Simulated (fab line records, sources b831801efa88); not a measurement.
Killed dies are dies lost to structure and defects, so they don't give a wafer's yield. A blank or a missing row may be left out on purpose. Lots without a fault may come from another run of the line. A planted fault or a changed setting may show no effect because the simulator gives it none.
Which tool did it? | flow gf180mcu | 6 lots, 17 wafers sampled, at 4 steps of a route of 602

WHAT THE GAUGES READ, wafer by wafer
GF_V3_THK_MEAS_01.
lot  | measured     | on            | V3_CVD_00_THK (nm)
L534 | day 22 05:25 | film_metro-03 | 605 605 603
L539 | day 24 04:58 | film_metro-03 | 613 613 610
L541 | day 24 19:22 | film_metro-02 | 1202 1193 1209
L545 | day 25 23:04 | film_metro-02 | 1206 1221
L550 | day 27 10:38 | film_metro-02 | 605 598 599
L553 | day 28 09:38 | film_metro-04 | 604 602 605

WHICH TOOL RAN EACH LOT (tool, then ch and the chambers of the sampled wafers, then the start)
lot  | GF_V2_CVD_23                  | GF_M3_SPUTTER_00             | GF_V3_CVD_00
L534 | cvd_w-01 ch 1, day 21 03:48   | pvd_sputter-04, day 21 04:34 | hdpcvd-01 ch 0,2, day 22 05:20
L539 | cvd_w-01 ch 0,1, day 23 04:43 | pvd_sputter-02, day 23 05:18 | hdpcvd-02 ch 0,1,2, day 24 04:54
L541 | cvd_w-02 ch 0,1, day 23 19:56 | pvd_sputter-02, day 23 20:29 | hdpcvd-02 ch 0,1,2, day 24 19:02
L545 | cvd_w-01 ch 0,1, day 24 23:44 | pvd_sputter-04, day 25 00:17 | hdpcvd-01 ch 0,1, day 25 22:44
L550 | cvd_w-01 ch 0,1, day 26 12:05 | pvd_sputter-02, day 26 12:42 | hdpcvd-01 ch 0,1,2, day 27 10:34
L553 | cvd_w-01 ch 0,1, day 27 11:55 | pvd_sputter-04, day 27 12:31 | hdpcvd-02 ch 0,1,2, day 28 09:34
- GF_V2_CVD_23: deposits W, target thk 350 nm, time 104.94 s.
- GF_M3_SPUTTER_00: material Ti, target thk 37.5 nm, time 150 s.
- GF_V3_CVD_00: deposits SiO2, target thk 600 nm, time 100 s.

THE ANSWER, worked out from the rows above alone
Rule: what is usual is taken from the lots themselves. Put in order of their means at a reading, lots are off if they are a third of the lots or fewer, leave a main group of 4 or more, and stand apart from it by a gap of 3 or more times the standard deviation of the main group's means; of several such gaps the widest counts. A main group whose means are all the same, to the digits that the tables above print for the reading, isn't used. A lot without any number at a reading at which 4 lots or more have one is off too. The other lots that the step has rows for count as sound.
Off: L541, L545, at GF_V3_THK_MEAS_01 (V3_CVD_00_THK). The main group: mean 605 nm, standard deviation 4.2.
A tool fits if, at a process step before that reading, it ran every lot that is off, and no sound lot after the first of them. The gauges at GF_V3_THK_MEAS_01 are tried like those tools. None of those tried fits.

WHAT THE SIMULATOR HAD PUT IN
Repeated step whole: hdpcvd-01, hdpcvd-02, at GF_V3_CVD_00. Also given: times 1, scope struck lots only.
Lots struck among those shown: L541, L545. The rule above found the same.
